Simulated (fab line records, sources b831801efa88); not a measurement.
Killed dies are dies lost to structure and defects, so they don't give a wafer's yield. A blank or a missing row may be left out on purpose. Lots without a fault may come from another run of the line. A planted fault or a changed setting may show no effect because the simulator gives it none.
Problem report in the 8D (eight disciplines) form, filled by code | flow sky130 | the parts of the form that need people (team, actions taken, sign-off) are left out

1. THE PROBLEM
VIA4_HDPCVD_THK at SKY_VIA4_THK_MEAS_01 reads a mean of 2023 nm on 3 wafers of 3 lots; wafers without a fault read 1753 nm with a standard deviation of 22. That is +12 standard deviations from the usual mean.
First seen on wafer L983.1, day 46 01:42, on film_metro-01. The record holds 35 wafers of 12 lots with a number at this step. Rule for "out", or "out of limits": more than 4 standard deviations from the usual mean. The other wafers with a number count as sound.

2. WHAT IT IS AND WHAT IT IS NOT
question                    | is                                          | is not
which readings at this step | VIA4_HDPCVD_THK                             | -
which lots                  | L983, L984, L985                            | L971, L972, L975, L978, L979, L980, L982, L993, L994
which wafers of those lots  | L983.1, L984.1, L985.6                      | L983.2, L983.4, L984.2, L984.3, L985.5
read on which gauges        | film_metro-01, film_metro-03, film_metro-04 | -
when                        | from day 46 01:42                           | up to then (23 sound wafers); but 9 sound wafers of L984, L985, L993, L994 came after

3. SUSPECTS, AND WHAT RULES EACH OUT
Counting: a tool at a process step up to the reading stays a suspect if it ran every lot that is out. Sound lots after the first of them don't rule it out here, since some wafers of a struck lot are sound.
- the gauge at SKY_VIA4_THK_MEAS_01: ruled out. The wafers that are out were read on 3 gauges (film_metro-01, film_metro-03, film_metro-04).
- hdpcvd-02 at SKY_VIA4_HDPCVD_00 (deposits SiO2, target thk 1750 nm, time 291.7 s): kept. It ran every lot that is out, first L983 (day 46 01:31); its last sound lot up to then is L980 (day 45 11:16). Its own readings are out on those wafers: run_length_s.
Left after counting: hdpcvd-02 at SKY_VIA4_HDPCVD_00.

4. THE CAUSE (what the simulator had put in)
Process parameter drift: hdpcvd-02, from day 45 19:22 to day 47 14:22, at SKY_VIA4_HDPCVD_00. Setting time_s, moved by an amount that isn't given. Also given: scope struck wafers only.
Counting left only this tool.

5. THE CHAIN OF EFFECTS, in route order
Each row: a reading whose mean over the struck wafers that have a number lies more than 3 standard deviations from the usual. Only readings for which the record gives a usual standard deviation are gone through. hours: the time from each lot's start at the first step in this table that gives one to its start at this step, as a median over the lots. sigmas: the change in usual standard deviations.
hours | step                 | reading         | usual   | on struck wafers | change | sigmas
0     | SKY_VIA4_HDPCVD_00   | run_length_s    | 319.5 s | 361.1            | +41.6  | +63
0     | SKY_VIA4_THK_MEAS_01 | VIA4_HDPCVD_THK | 1753 nm | 2023             | +270   | +12
The process steps in it:
- SKY_VIA4_HDPCVD_00: deposits SiO2, target thk 1750 nm, time 291.7 s.

6. WHAT WOULD HAVE CAUGHT IT SOONER
In this record the first reading out of limits at a measuring or inspecting step was taken at day 46 01:42, 6 hours after the fault began at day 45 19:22.
The tool's own readings at SKY_VIA4_HDPCVD_00 were out on every struck wafer that the step has a row for (run_length_s): an alarm limit on them would have fired on the first of those.
Of the lots that are out (3), L984, L985 began SKY_VIA4_HDPCVD_00 on hdpcvd-02 after day 46 01:42. A hold on the tool at that time would have spared those 2.
